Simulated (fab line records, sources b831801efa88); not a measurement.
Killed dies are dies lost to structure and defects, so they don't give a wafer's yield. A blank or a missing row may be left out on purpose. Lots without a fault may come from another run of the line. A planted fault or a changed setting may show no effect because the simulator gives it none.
Chamber matching | flow sky130 | SKY_METAL3_ETCH_17 on rie_diel-03: 4 sister chambers
The step etches SiO2 in C4F8/O2/Ar, stops on TiN, time 3.9 s, target depth 15 nm. 18 wafers are shown with their chamber, then 9 later ones without.

WAFERS WITH THEIR CHAMBER
wafer  | chamber | oes_product_au (a.u.)
L075.2 | 3       | 0.760
L075.3 | 1       | 0.770
L075.6 | 0       | 0.765
L076.1 | 2       | 0.754
L076.2 | 1       | 0.754
L076.5 | 1       | 0.757
L077.2 | 3       | 0.754
L077.3 | 1       | 0.759
L077.4 | 0       | 0.771
L078.2 | 2       | 0.765
L078.5 | 0       | 0.769
L078.6 | 3       | 0.766
L086.1 | 2       | 0.746
L086.4 | 0       | 0.751
L086.6 | 2       | 0.756
L089.2 | 2       | 0.744
L089.4 | 1       | 0.748
L089.5 | 3       | 0.761

SIGNATURES (means of the wafers above)
reading        | chamber 0 | chamber 1 | chamber 2 | chamber 3 | scatter within a chamber
oes_product_au | 0.76400   | 0.75760   | 0.75300   | 0.76025   | 0.00785
Rule: a wafer's distance from a chamber is the root of the sum, over the readings, of the square of ((its reading less the chamber's mean) divided by the reading's scatter). The wafer belongs to the nearest chamber; if the next one is less than 2 further off, it can't be placed. The scatter: the root of (the sum of the squares of (reading less its chamber's mean) over the shown wafers, divided by (wafers less chambers)).

WAFERS WITHOUT THEIR CHAMBER
wafer  | oes_product_au (a.u.)
L093.3 | 0.755
L093.4 | 0.747
L093.6 | 0.758
L094.1 | 0.753
L094.5 | 0.744
L094.6 | 0.748
L095.1 | 0.751
L095.2 | 0.745
L095.4 | 0.754

WHICH CHAMBER EACH WENT THROUGH
wafer  | from the rows above               | in truth
L093.3 | can't be placed: 2 or 1 or 3 or 0 | 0
L093.4 | can't be placed: 2 or 1 or 3 or 0 | 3
L093.6 | can't be placed: 1 or 3 or 2 or 0 | 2
L094.1 | can't be placed: 2 or 1 or 3 or 0 | 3
L094.5 | can't be placed: 2 or 1 or 3 or 0 | 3
L094.6 | can't be placed: 2 or 1 or 3 or 0 | 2
L095.1 | can't be placed: 2 or 1 or 3 or 0 | 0
L095.2 | can't be placed: 2 or 1 or 3 or 0 | 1
L095.4 | can't be placed: 2 or 1 or 3 or 0 | 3
Placed correctly: 0 of 9. Can't be placed from these rows: 9 (the true chamber is among the candidates in 9). Placed wrongly: 0.
